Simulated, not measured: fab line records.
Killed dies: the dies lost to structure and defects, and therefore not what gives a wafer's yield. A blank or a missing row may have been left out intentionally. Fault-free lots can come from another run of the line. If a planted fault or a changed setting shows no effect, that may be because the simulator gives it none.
One fault seen from 2 desks	flow sky130	only its own numbers are on each desk; what lay behind them is given at the end

AT THE METROLOGY DESK
Lot by lot, what the gauges showed, no matter which tool ran the lot: averages of those sampled wafers that carry a number. A lot is out of limits, marked OUT, if its mean lies more than 4 standard deviations from the usual mean; the brackets give that distance.
Columns: A = cdNm at SKY_VIA3_CD_MEAS_12, usual 200.4 nm; B = VIA3_OVL at SKY_VIA3_OVL_MEAS_13, usual -1 nm; C = VIA3_W_RS at SKY_VIA3_RS_MEAS_22, usual 0.2939 ohm/sq; D = VIA3_W_THK at SKY_VIA3_THK_MEAS_23, usual 394 nm
lot	first seen here	A	B	C	D
L786	day 41 00:24	200.1	-6	0.2967	390
L795	day 43 04:02	202.1	8	0.2932	394
L797	day 43 19:59	199.7	-5	0.2964	389
L798	day 43 22:28	202.3	-10	0.2965	390
L804	day 45 10:54	201.2	-1	0.2924	396
Result from this desk: across the 5 lots, nothing is out of limits.

AT THE TOOL OWNER'S DESK: cmp-02
The tool's own readings at SKY_VIA3_CMP_24 (polishes, stops on SiO2, t overpolish 20 s, target thk 0 nm): means of the sampled wafers that have a number, for each lot that ran on this tool. A lot is out of limits, marked OUT, if its mean lies more than 4 standard deviations from the usual mean; the brackets give that distance.
Columns: A = motorCurrentA at SKY_VIA3_CMP_24, usual 11.3 A; B = overpolishRunS at SKY_VIA3_CMP_24, usual 19.999 s; C = retainingRingPressureFrac at SKY_VIA3_CMP_24, usual 0.999; D = timeToEndpointS at SKY_VIA3_CMP_24, usual 95 s
lot	first seen here	A	B	C	D
L786	day 41 01:42	10.8	19.991	1.001	94
L795	day 43 05:28	11.1	20.007	0.999	96
L797	day 43 21:13	10.8	13.346 (-99 or more) OUT	0.998	112
This desk's verdict: out of limits on L797, starting with L797 at day 43 21:13 (overpolishRunS at SKY_VIA3_CMP_24). In limits: L786, L795.

ALL TOGETHER
At day 43 21:13, on L797, the tool owner's desk was in a position to raise an alarm.
At the metrology desk, nothing out of limits was observed.
The metrology desk holds a record of L797, inside its limits.
On cmp-02, each named lot ran SKY_VIA3_CMP_24.

WHAT THE SIMULATOR PUT IN
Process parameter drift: cmp-02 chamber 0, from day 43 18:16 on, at SKY_VIA3_CMP_24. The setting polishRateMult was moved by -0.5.
Shown lots that were struck: L797.
Time in hours from fault onset to the first out-of-limits reading at each desk: the tool owner's desk, 3.
